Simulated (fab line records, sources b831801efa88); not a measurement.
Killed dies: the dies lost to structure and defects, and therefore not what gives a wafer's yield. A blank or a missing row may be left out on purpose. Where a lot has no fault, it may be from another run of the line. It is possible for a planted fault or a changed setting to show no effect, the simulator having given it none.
The same fault as seen by 2 desks -- flow gf180mcu -- each desk holds nothing but its own numbers, with what lay behind them at the end

== THE METROLOGY DESK ==
What the gauges read, lot by lot, whatever tool the lot ran on: means of the sampled wafers that have a number. A lot is out of limits, marked OUT, if its mean lies more than 4 standard deviations from the usual mean; the brackets give that distance.
Columns: A = VT_IMPLANT_2_TW at GF_VT_IMPLANT_TW_MEAS_21, usual 1223; B = M1_ALCU_THK at GF_M1_THK_MEAS_06, usual 453 nm; C = V1_BOW at GF_V1_BOW_MEAS_05, usual 82 um
lot,first seen here,A,B,C
L742,day 6 07:16,1229,450,88
L743,day 6 13:05,1226,454,87
L746,day 7 10:17,1218,465,85
L747,day 7 12:56,1219,462,73
L749,day 8 00:20,1229,453,71
L753,day 9 07:35,1459 (+36) OUT,451,93
L754,day 10 00:17,1445 (+34) OUT,451,82
L756,day 10 07:56,1225,449,89
L758,day 10 18:44,1220,447,81
L759,day 11 06:33,1213,457,76
L761,day 11 14:45,1231,458,89
L762,day 11 15:14,1230,458,79
L764,day 12 05:45,1227,461,85
Per this desk, out of limits: L753, L754; the first was L753, day 9 07:35 (VT_IMPLANT_2_TW at GF_VT_IMPLANT_TW_MEAS_21). L742, L743, L746, L747, L749, L756, L758, L759, L761, L762, L764: within limits.

== THE TOOL OWNER'S DESK: implanter-01 ==
For each lot that ran on this tool, the mean over its sampled wafers that have a number, from the tool's own readings at GF_VT_IMPLANT_IMPLANT_19. A lot is out of limits, marked OUT, if its mean lies more than 4 standard deviations from the usual mean; the brackets give that distance.
Columns: A = dose ions cm2 at GF_VT_IMPLANT_IMPLANT_19, usual 4.35e+12; B = faraday current uA at GF_VT_IMPLANT_IMPLANT_19, usual 24.5
lot,first seen here,A,B
L746,day 7 10:02,4.36e+12,23.8
L749,day 8 00:05,4.35e+12,24.5
L753,day 9 07:20,7.46e+12 (+99 or more) OUT,42.9 (+40) OUT
L754,day 10 00:02,7.45e+12 (+99 or more) OUT,42.6 (+39) OUT
Finding of this desk: L753, L754 out of limits; the first was L753 at day 9 07:20, on dose ions cm2 at GF_VT_IMPLANT_IMPLANT_19. L746, L749: within limits.

== PUT TOGETHER ==
On L753, L754, at day 9 07:20, an alarm was possible from the tool owner's desk.
An alarm was possible from the metrology desk at day 9 07:35, on L753, L754.
All the named lots went through GF_VT_IMPLANT_IMPLANT_19 on implanter-01.

== WHAT THE SIMULATOR HAD PUT IN ==
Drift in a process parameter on implanter-01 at GF_VT_IMPLANT_IMPLANT_19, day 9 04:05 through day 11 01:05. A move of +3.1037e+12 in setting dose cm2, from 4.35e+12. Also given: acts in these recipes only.
Lots struck among those shown: L753, L754.
Delay (hours) between the fault's onset and each desk's first out-of-limits reading: 3 at the tool owner's desk, 4 at the metrology desk.
